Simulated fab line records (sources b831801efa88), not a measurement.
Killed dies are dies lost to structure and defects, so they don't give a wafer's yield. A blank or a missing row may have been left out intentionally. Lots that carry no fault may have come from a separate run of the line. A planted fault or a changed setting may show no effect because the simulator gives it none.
fab line records -- flow sky130
record lots=14, wafers=42, last-day=50
route steps=708 shown CAP2M@615 METAL4@632
lots that met no fault: taken from a fault-free run of the same line
start-h: hours from the record's first day to the start of the lot's first wafer shown -- wait-h: hours from the lot's prior step to this one -- " unchanged from the row above -- L1.1+2: one row covering several wafers at once -- - no value, or no start was given -- * or withheld: withheld -- < > ~ a bound
route shown NAME@n: names a module that has steps shown in the file, with the first one's number in the route -- usual: the fault-free wafers' mean and standard deviation -- same: alike in all rows -- chamber/n: place in a boat -- sites: the reading at each site -- _std_site: the standard deviation of these -- _edge_site: inner sites' mean taken away from outer sites' mean -- radius-mm: how far each site lies from the wafer's centre -- mask NAME#n: copy n -- behind: the most recent tool/chamber to have shaped the wafer -- hold: what put the lot on hold/how long, in hours/how the hold closed -- device: which transistor (n, p or np) failed to switch -- end of line: the tests these same wafers got at the end of their route -- for a step that has no rows: nothing shown but its recipe -- killed: not the wafer's yield, but the dies lost to structure and defects at the first sort -- map: shows each die of a wafer: x if killed, . if not, _ if none is there
set.NAME: the setting that was run; set.NAME@STEP: the one run at that earlier step -- model.NAME: the simulator's own value behind a step, which no gauge read
route steps across a sampled set of lots; one table per step, one row per wafer
services: from which hour (start-h, from the record's first day; less than 0 if before it) a tool's chamber was out of use, for how many hours, and why
## steps
# step SKY_CAP2M_OVL_MEAS_12
# usual CAP2M_OVL=-0.4/1.4
lot.wafer,tool,chamber,start-h,wait-h,CAP2M_OVL[nm]
L672.1,overlay-02,-,961.45,0.1,0.5
L672.3,overlay-02,-,961.45,0.1,0.1
L672.6,overlay-02,-,961.45,0.1,2.3
L673.4,overlay-02,-,977.60,0.1,-0.2
L673.5,overlay-02,-,977.60,0.1,0.1
L673.6,overlay-02,-,977.60,0.1,0.7
L674.1,overlay-02,-,981.75,0.1,0.7
L674.4,overlay-02,-,981.75,0.1,2.5
L674.5,overlay-02,-,981.75,0.1,0.2
L675.3,overlay-01,-,986.09,0.1,-1.5
L675.4,overlay-01,-,986.09,0.1,0.5
L675.6,overlay-01,-,986.09,0.1,0.0
L676.1,overlay-01,-,991.48,0.4,1.1
L676.5,overlay-01,-,991.48,0.4,0.4
L676.6,overlay-01,-,991.48,0.4,2.8
L677.2,overlay-01,-,999.89,0.1,-2.0
L677.3,overlay-01,-,999.89,0.1,0.3
L677.5,overlay-01,-,999.89,0.1,-0.6
L678.1,overlay-02,-,1006.47,0.1,-3.3
L678.2,overlay-02,-,1006.47,0.1,-1.8
L678.5,overlay-02,-,1006.47,0.1,-3.5
L680.2,overlay-02,-,1017.24,0.1,-1.7
L680.4,overlay-02,-,1017.24,0.1,-0.5
L680.6,overlay-02,-,1017.24,0.1,0.6
L687.1,overlay-01,-,1072.79,0.1,-1.5
L687.3,overlay-01,-,1072.79,0.1,-1.5
L687.5,overlay-01,-,1072.79,0.1,-0.3
L688.4,overlay-02,-,1088.37,0.1,1.4
L688.5,overlay-02,-,1088.37,0.1,-3.1
L688.6,overlay-02,-,1088.37,0.1,-0.3
L690.1,overlay-01,-,1089.39,0.1,1.3
L690.3,overlay-01,-,1089.39,0.1,0.9
L690.5,overlay-01,-,1089.39,0.1,-0.8
L692.2,overlay-02,-,1095.73,0.1,0.5
L692.3,overlay-02,-,1095.73,0.1,0.0
L692.5,overlay-02,-,1095.73,0.1,-0.9
L693.2,overlay-02,-,1097.50,0.1,-0.1
L693.3,overlay-02,-,1097.50,0.1,-1.8
L693.5,overlay-02,-,1097.50,0.1,0.5
L694.2,overlay-01,-,1108.20,0.1,-1.3
L694.3,overlay-01,-,1108.20,0.1,2.2
L694.4,overlay-01,-,1108.20,0.1,0.7
# step SKY_CAP2M_METAL_ETCH_13
# recipe target-depth-nm=220, stop-on=SiO2, chemistry=Cl2/BCl3, target=TiN, pressure-mtorr=10, icp-w=900, bias-w=48.5, Cl2_flow_sccm=60, bcl3-flow-sccm=30, time-s=62.9
# usual bcl3-flow-sccm=29.98/0.089, bias-w=48.51/0.14, drypump-motor-current-A=5.8/0.37, mfc-cl2-sccm=60.01/0.19, oes-product-au=0.944/0.0066, throttle-valve-pct=21.900/0.0097
lot.wafer,tool,chamber,start-h,wait-h,bcl3-flow-sccm,bias-w,drypump-motor-current-A,mfc-cl2-sccm,oes-product-au,rf-hours-counter-h,throttle-valve-pct
L672.1,rie-metal-03,1,961.48,0.0,30.07,48.34,6.0,60.05,0.942,18,21.883
L672.3,rie-metal-03,0,961.48,0.0,29.98,48.27,5.4,60.13,0.949,-,21.906
L672.6,rie-metal-03,0,961.48,0.0,30.05,48.30,5.4,60.06,0.947,-,21.896
L673.4,rie-metal-02,0,977.65,0.0,30.05,48.82,5.6,60.03,0.951,-,21.908
L673.5,rie-metal-02,1,977.65,0.0,29.94,48.45,5.8,60.53,0.947,-,21.892
L673.6,rie-metal-02,0,977.65,0.0,30.06,48.76,5.6,59.92,0.948,-,21.918
L674.1,rie-metal-01,0,981.78,0.0,30.08,48.26,6.4,60.06,0.940,12,21.910
L674.4,rie-metal-01,0,981.78,0.0,29.90,48.55,6.4,59.74,0.949,-,21.896
L674.5,rie-metal-01,0,981.78,0.0,30.01,48.51,6.4,59.73,0.943,-,21.887
L675.3,rie-metal-01,0,986.16,0.1,29.84,48.48,6.4,60.01,0.941,-,21.897
L675.4,rie-metal-01,0,986.16,0.1,29.87,48.41,6.4,59.82,0.947,-,21.910
L675.6,rie-metal-01,0,986.16,0.1,29.89,48.40,6.4,59.67,0.947,-,21.905
L676.1,rie-metal-03,1,991.52,0.0,30.10,48.83,6.0,59.88,0.948,20,21.882
L676.5,rie-metal-03,0,991.52,0.0,30.06,48.68,5.4,60.07,0.946,-,21.911
L676.6,rie-metal-03,1,991.52,0.0,29.98,48.65,6.0,59.94,0.944,-,21.882
L677.2,rie-metal-02,1,999.92,0.0,29.63,48.53,5.7,60.15,0.948,11,21.912
L677.3,rie-metal-02,1,999.92,0.0,29.94,48.55,5.7,59.90,0.946,-,21.888
L677.5,rie-metal-02,0,999.92,0.0,30.12,48.53,5.6,59.82,0.936,-,21.886
L678.1,rie-metal-01,0,1006.51,0.0,29.90,48.48,6.4,60.57,0.940,14,21.889
L678.2,rie-metal-01,1,1006.51,0.0,29.92,48.62,5.3,59.81,0.935,14,21.901
L678.5,rie-metal-01,0,1006.51,0.0,29.94,48.72,6.4,59.93,0.933,-,21.902
L680.2,rie-metal-02,0,1017.27,0.0,29.89,48.43,5.6,60.10,0.953,7,21.892
L680.4,rie-metal-02,0,1017.27,0.0,30.03,48.48,5.6,60.15,0.957,-,21.894
L680.6,rie-metal-02,0,1017.27,0.0,30.01,48.50,5.6,60.31,0.955,-,21.898
L687.1,rie-metal-02,0,1072.82,0.0,-,-,-,-,-,-,-
L687.3,rie-metal-02,1,1072.82,0.0,-,-,-,-,-,-,-
L687.5,rie-metal-02,0,1072.82,0.0,-,-,-,-,-,-,-
L688.4,rie-metal-01,0,1088.41,0.0,-,-,-,-,-,-,-
L688.5,rie-metal-01,1,1088.41,0.0,-,-,-,-,-,-,-
L688.6,rie-metal-01,0,1088.41,0.0,-,-,-,-,-,-,-
L690.1,rie-metal-02,1,1089.42,0.0,29.98,48.67,5.7,59.94,0.937,16,21.900
L690.3,rie-metal-02,0,1089.42,0.0,29.82,48.41,5.6,60.03,0.942,-,21.893
L690.5,rie-metal-02,1,1089.42,0.0,29.93,48.30,5.8,59.88,0.940,-,21.907
L692.2,rie-metal-02,1,1095.76,0.0,29.93,48.74,5.7,60.06,0.949,16,21.898
L692.3,rie-metal-02,1,1095.76,0.0,30.07,48.49,5.7,59.70,0.947,-,21.906
L692.5,rie-metal-02,0,1095.76,0.0,29.98,48.38,5.6,59.90,0.956,-,21.901
L693.2,rie-metal-02,0,1097.53,0.0,29.79,48.39,5.6,59.92,0.945,11,21.907
L693.3,rie-metal-02,1,1097.53,0.0,30.01,48.62,5.7,59.75,0.946,-,21.898
L693.5,rie-metal-02,0,1097.53,0.0,30.05,48.64,5.6,59.74,0.953,-,21.894
L694.2,rie-metal-01,1,1108.23,0.0,29.95,48.38,5.3,59.81,0.940,20,21.899
L694.3,rie-metal-01,0,1108.23,0.0,29.82,48.53,6.4,60.01,0.938,-,21.898
L694.4,rie-metal-01,1,1108.23,0.0,29.95,48.50,5.3,59.98,0.945,-,21.900
# step SKY_CAP2M_STRIP_14
# recipe chemistry=O2/N2, power-w=1400, pressure-mtorr=1500, platen-temp-c=withheld, o2-flow-sccm=3000, n2-flow-sccm=300, overash-fraction=0.5
# usual drypump-motor-current-A=5.6/0.58, oes-product-au=0.710/0.0048, strip-time-to-endpoint-s=12.65/0.038
lot.wafer,tool,chamber,start-h,wait-h,drypump-motor-current-A,oes-product-au,rf-hours-counter-h,strip-time-to-endpoint-s
L672.1,plasma-asher-03,1,961.56,0.1,5.9,0.708,118,12.64
L672.3,plasma-asher-03,1,961.56,0.1,5.8,0.711,-,12.60
L672.6,plasma-asher-03,1,961.56,0.1,5.8,0.710,-,12.67
L673.4,plasma-asher-04,0,977.73,0.1,5.1,0.712,-,12.69
L673.5,plasma-asher-04,1,977.73,0.1,5.1,0.717,-,12.64
L673.6,plasma-asher-04,0,977.73,0.1,5.1,0.710,-,12.66
L674.1,plasma-asher-04,1,981.94,0.1,5.1,0.711,71,12.69
L674.4,plasma-asher-04,1,981.94,0.1,5.1,0.712,-,12.66
L674.5,plasma-asher-04,0,981.94,0.1,5.2,0.718,-,12.67
L675.3,plasma-asher-04,1,986.30,0.1,5.1,0.706,-,12.65
L675.4,plasma-asher-04,0,986.30,0.1,5.1,0.716,-,12.67
L675.6,plasma-asher-04,0,986.30,0.1,5.1,0.716,-,12.66
L676.1,plasma-asher-02,0,991.59,0.1,6.4,0.707,61,12.66
L676.5,plasma-asher-02,0,991.59,0.1,6.4,0.712,-,12.68
L676.6,plasma-asher-02,1,991.59,0.1,6.3,0.699,-,12.67
L677.2,plasma-asher-04,1,1000.00,0.1,5.1,0.699,73,12.63
L677.3,plasma-asher-04,0,1000.00,0.1,5.1,0.703,-,12.61
L677.5,plasma-asher-04,1,1000.00,0.1,5.1,0.710,-,12.59
L678.1,plasma-asher-03,1,1006.59,0.1,5.7,0.710,123,12.66
L678.2,plasma-asher-03,0,1006.59,0.1,5.0,0.709,123,12.61
L678.5,plasma-asher-03,1,1006.59,0.1,5.8,0.713,-,12.72
L680.2,plasma-asher-04,0,1017.35,0.1,5.1,0.714,74,12.60
L680.4,plasma-asher-04,0,1017.35,0.1,5.1,0.710,-,12.61
L680.6,plasma-asher-04,1,1017.35,0.1,5.1,0.709,-,12.56
L687.1,plasma-asher-02,0,1072.90,0.1,6.4,0.722,70,14.26
L687.3,plasma-asher-02,0,1072.90,0.1,6.4,0.716,-,14.23
L687.5,plasma-asher-02,0,1072.90,0.1,6.4,0.715,-,14.24
L688.4,plasma-asher-02,1,1088.50,0.1,6.3,0.718,-,14.20
L688.5,plasma-asher-02,1,1088.50,0.1,6.3,0.715,-,14.24
L688.6,plasma-asher-02,0,1088.50,0.1,6.4,0.710,-,14.20
L690.1,plasma-asher-02,0,1089.50,0.1,6.4,0.701,71,12.65
L690.3,plasma-asher-02,1,1089.50,0.1,6.3,0.703,-,12.64
L690.5,plasma-asher-02,0,1089.50,0.1,6.4,0.719,-,12.67
L692.2,plasma-asher-04,1,1095.84,0.1,5.1,0.714,82,12.66
L692.3,plasma-asher-04,1,1095.84,0.1,5.1,0.712,-,12.73
L692.5,plasma-asher-04,0,1095.84,0.1,5.1,0.711,-,12.67
L693.2,plasma-asher-02,0,1097.61,0.1,6.4,0.707,72,12.66
L693.3,plasma-asher-02,1,1097.61,0.1,6.3,0.708,-,12.60
L693.5,plasma-asher-02,1,1097.61,0.1,6.3,0.704,-,12.60
L694.2,plasma-asher-03,0,1108.31,0.1,5.0,0.709,4,12.65
L694.3,plasma-asher-03,1,1108.31,0.1,5.8,0.712,-,12.71
L694.4,plasma-asher-03,0,1108.31,0.1,5.0,0.705,-,12.67
# step SKY_METAL4_ETCH_16
# recipe chemistry=N2/H2, target=BARC, ion-energy-ev=200, bias-w=100, pressure-mtorr=30, n2-flow-sccm=100, h2-flow-sccm=200, icp-w=500, stop-on=SiO2, time-s=88.2, target-depth-a=600
# usual bias-w=100.0/0.32, chamber-pressure-mTorr=30.000/0.03, drypump-motor-current-A=5.77/0.25, oes-product-au=0.625/0.0045, throttle-valve-pct=13.205/0.0098
lot.wafer,tool,chamber,start-h,wait-h,bias-w,chamber-pressure-mTorr,drypump-motor-current-A,oes-product-au,rf-hours-counter-h,throttle-valve-pct
L672.1,rie-metal-03,0,986.02,0.0,100.6,30.001,5.39,0.628,4,13.186
L672.3,rie-metal-03,1,986.02,0.0,99.9,30.009,6.03,0.630,-,13.206
L672.6,rie-metal-03,1,986.02,0.0,100.1,29.989,6.04,0.632,-,13.229
L673.4,rie-metal-04,0,1000.84,0.0,100.1,29.972,5.71,0.621,-,13.196
L673.5,rie-metal-04,0,1000.84,0.0,100.3,29.998,5.72,0.629,-,13.193
L673.6,rie-metal-04,1,1000.84,0.0,100.0,30.009,6.03,0.617,-,13.216
L674.1,rie-metal-03,1,1005.79,0.1,99.1,29.993,6.04,0.618,22,13.202
L674.4,rie-metal-03,1,1005.79,0.1,99.5,29.980,6.07,0.623,-,13.212
L674.5,rie-metal-03,1,1005.79,0.1,99.5,30.017,6.05,0.624,-,13.182
L675.3,rie-metal-03,0,1010.99,0.0,100.5,30.000,5.35,0.622,-,13.203
L675.4,rie-metal-03,1,1010.99,0.0,100.0,29.966,6.03,0.624,-,13.196
L675.6,rie-metal-03,0,1010.99,0.0,100.2,29.986,5.34,0.627,-,13.201
L676.1,rie-metal-04,0,1014.66,0.0,100.1,30.032,5.67,0.630,18,13.206
L676.5,rie-metal-04,1,1014.66,0.0,100.4,30.020,6.04,0.621,-,13.216
L676.6,rie-metal-04,0,1014.66,0.0,100.1,29.991,5.71,0.627,-,13.207
L677.2,rie-metal-04,0,1022.81,0.0,99.8,29.982,5.69,0.622,19,13.213
L677.3,rie-metal-04,0,1022.81,0.0,100.2,29.988,5.72,0.621,-,13.210
L677.5,rie-metal-04,1,1022.81,0.0,99.8,29.993,6.04,0.632,-,13.216
L678.1,rie-metal-02,1,1030.01,0.0,100.2,30.028,5.75,0.630,13,13.209
L678.2,rie-metal-02,0,1030.01,0.0,100.1,30.018,5.61,0.624,7,13.214
L678.5,rie-metal-02,1,1030.01,0.0,100.3,30.021,5.72,0.623,-,13.212
L680.2,rie-metal-02,1,1040.43,0.0,99.7,30.013,5.76,0.635,13,13.202
L680.4,rie-metal-02,1,1040.43,0.0,100.6,29.992,5.70,0.629,-,13.189
L680.6,rie-metal-02,0,1040.43,0.0,99.7,30.000,5.58,0.622,-,13.230
L690.1,rie-metal-02,1,1111.06,0.0,100.2,30.016,5.75,0.627,18,13.209
L690.3,rie-metal-02,1,1111.06,0.0,99.8,30.026,5.79,0.631,-,13.204
L690.5,rie-metal-02,0,1111.06,0.0,100.1,30.030,5.63,0.630,-,13.232
L692.2,rie-metal-04,1,1116.86,0.0,100.4,29.971,6.05,0.633,24,13.197
L692.3,rie-metal-04,0,1116.86,0.0,100.0,30.012,5.68,0.629,-,13.216
L692.5,rie-metal-04,1,1116.86,0.0,100.2,30.029,6.03,0.627,-,13.198
L693.2,rie-metal-04,0,1118.71,0.0,99.8,29.994,5.69,0.627,27,13.205
L693.3,rie-metal-04,1,1118.71,0.0,99.9,29.971,6.03,0.630,-,13.188
L693.5,rie-metal-04,1,1118.71,0.0,99.9,30.013,6.04,0.620,-,13.210
L694.2,rie-metal-03,1,1128.72,0.0,100.3,29.984,6.04,0.627,5,13.201
L694.3,rie-metal-03,1,1128.72,0.0,100.5,30.006,6.03,0.625,-,13.209
L694.4,rie-metal-03,0,1128.72,0.0,99.3,29.991,5.37,0.621,-,13.195
# step SKY_METAL4_METAL_ETCH_18
# recipe target-depth-a=8450, stop-on=SiO2, over-etch-frac=0.3, time-s=183.1, chemistry=Cl2/BCl3, resist-sidewall-deg=88, pressure-mtorr=10, icp-w=900, bias-w=48.5, Cl2_flow_sccm=60, bcl3-flow-sccm=30
# usual bcl3-flow-sccm=30.00/0.09, bias-w=48.53/0.15, drypump-motor-current-A=5.73/0.23, mfc-cl2-sccm=59.98/0.18, oes-product-au=0.869/0.0068, throttle-valve-pct=22.263/0.0088
lot.wafer,tool,chamber,start-h,wait-h,bcl3-flow-sccm,bias-w,drypump-motor-current-A,mfc-cl2-sccm,oes-product-au,rf-hours-counter-h,throttle-valve-pct
L672.1,rie-metal-04,0,986.14,0.0,29.99,48.65,5.72,59.81,0.885,17,22.281
L672.3,rie-metal-04,0,986.14,0.0,30.06,48.76,5.70,59.85,0.876,-,22.278
L672.6,rie-metal-04,0,986.14,0.0,30.11,48.68,5.72,59.87,0.876,-,22.270
L673.4,rie-metal-03,1,1001.11,0.2,30.02,48.43,6.04,60.36,0.869,-,22.258
L673.5,rie-metal-03,1,1001.11,0.2,29.92,48.22,6.05,60.12,0.864,-,22.282
L673.6,rie-metal-03,1,1001.11,0.2,29.83,48.43,6.07,60.16,0.872,-,22.260
L674.1,rie-metal-02,0,1006.01,0.0,30.09,48.89,5.60,60.00,0.860,6,22.253
L674.4,rie-metal-02,0,1006.01,0.0,30.15,48.54,5.56,59.92,0.860,-,22.271
L674.5,rie-metal-02,1,1006.01,0.0,29.97,48.46,5.74,59.89,0.867,-,22.254
L675.3,rie-metal-02,1,1011.13,0.1,29.75,48.55,5.69,59.86,0.857,-,22.269
L675.4,rie-metal-02,0,1011.13,0.1,29.98,48.43,5.61,60.02,0.864,-,22.264
L675.6,rie-metal-02,0,1011.13,0.1,30.05,48.36,5.58,60.31,0.862,-,22.263
L676.1,rie-metal-03,1,1014.79,0.0,29.89,48.46,6.02,60.15,0.880,22,22.257
L676.5,rie-metal-03,1,1014.79,0.0,30.02,48.43,6.04,60.02,0.876,-,22.261
L676.6,rie-metal-03,0,1014.79,0.0,29.89,48.50,5.37,59.96,0.886,-,22.263
L677.2,rie-metal-02,1,1022.93,0.0,30.02,48.67,5.72,60.05,0.872,12,22.269
L677.3,rie-metal-02,1,1022.93,0.0,30.03,48.54,5.73,59.94,0.869,-,22.273
L677.5,rie-metal-02,0,1022.93,0.0,30.16,48.58,5.59,59.90,0.882,-,22.264
L678.1,rie-metal-04,1,1030.13,0.0,29.81,48.70,6.01,59.58,0.877,17,22.270
L678.2,rie-metal-04,0,1030.13,0.0,29.89,48.66,5.71,59.55,0.881,19,22.271
L678.5,rie-metal-04,1,1030.13,0.0,30.05,48.74,6.03,60.07,0.882,-,22.253
L680.2,rie-metal-04,1,1040.58,0.0,29.93,48.61,6.01,60.26,0.869,18,22.267
L680.4,rie-metal-04,0,1040.58,0.0,29.96,48.36,5.73,59.85,0.871,-,22.276
L680.6,rie-metal-04,0,1040.58,0.0,30.01,48.56,5.71,60.11,0.870,-,22.264
L690.1,rie-metal-04,0,1111.17,0.0,30.01,48.46,5.68,59.99,0.865,26,22.248
L690.3,rie-metal-04,0,1111.17,0.0,30.00,48.45,5.72,59.77,0.860,-,22.259
L690.5,rie-metal-04,1,1111.17,0.0,29.97,48.54,6.03,60.15,0.874,-,22.247
L692.2,rie-metal-03,1,1116.98,0.0,30.09,48.48,6.05,59.87,0.871,4,22.243
L692.3,rie-metal-03,1,1116.98,0.0,30.05,48.43,6.07,59.95,0.870,-,22.272
L692.5,rie-metal-03,1,1116.98,0.0,30.10,48.58,6.04,60.09,0.867,-,22.253
L693.2,rie-metal-02,0,1118.88,0.1,30.03,48.56,5.60,60.19,0.872,-,22.275
L693.3,rie-metal-02,0,1118.88,0.1,29.99,48.61,5.58,60.26,0.872,-,22.267
L693.5,rie-metal-02,0,1118.88,0.1,30.14,48.34,5.59,59.98,0.861,-,22.263
L694.2,rie-metal-02,0,1128.84,0.0,30.14,48.58,5.58,59.74,0.861,14,22.256
L694.3,rie-metal-02,0,1128.84,0.0,30.16,48.68,5.60,59.90,0.868,-,22.271
L694.4,rie-metal-02,1,1128.84,0.0,30.12,48.56,5.74,60.09,0.869,-,22.257
## services
tool,chamber,start-h,hours,kind
plasma-asher-04,-,944.23,0.4,repair
rie-metal-01,1,980.49,15.3,repair
rie-metal-02,-,980.72,14.6,pm
rie-metal-03,0,994.42,15.9,repair
rie-metal-02,-,1000.60,0.7,repair
rie-metal-04,-,1010.92,2.8,pm
plasma-asher-02,-,1027.01,3.2,repair
rie-metal-03,1,1036.21,-,clean
rie-metal-03,1,1036.21,24.1,scheduled-down
rie-metal-03,1,1036.21,24.1,vent-cycle
rie-metal-04,-,1051.05,0.1,repair
plasma-asher-03,-,1055.25,9.0,pm
plasma-asher-03,0,1055.25,9.0,vent-cycle
plasma-asher-03,1,1055.25,9.0,vent-cycle
plasma-asher-03,0,1064.25,-,clean
plasma-asher-03,1,1064.25,-,clean
rie-metal-02,-,1067.36,1.4,pm
plasma-asher-04,-,1070.27,0.7,repair
plasma-asher-04,-,1088.34,2.3,repair
rie-metal-02,1,1114.84,7.6,repair
## key
first-sign step=SKY_CAP2M_METAL_ETCH_13, reading=tool-record, direction=missing
effect step=SKY_CAP2M_STRIP_14, reading=strip-time-to-endpoint-s, direction=up, sigmas=42, usual=*, struck=*
met-at SKY_CAP2M_METAL_ETCH_13
struck-lots L687,L688
later-rows-left-out L687.1,L687.3,L687.5,L688.4,L688.5,L688.6
sort-left-out L687.1,L687.3,L687.5,L688.4,L688.5,L688.6
not-acting-at SKY_CAP2M_OVL_MEAS_12,SKY_METAL4_ETCH_16,SKY_METAL4_METAL_ETCH_18
onset-between 1017.27 1072.82
fault kind=skipped-step-whole, tool=rie-metal-01,rie-metal-02, chamber=-, onset-h=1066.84, steps=SKY_CAP2M_METAL_ETCH_13, scope=struck-lots-only
# sort-left-out: the simulated sort isn't trusted on such a fault, so these wafers' sort isn't shown, and their yield isn't known
# later-rows-left-out: the simulator's readings of these wafers behind a module that went badly wrong aren't trusted and aren't shown, but for the sort
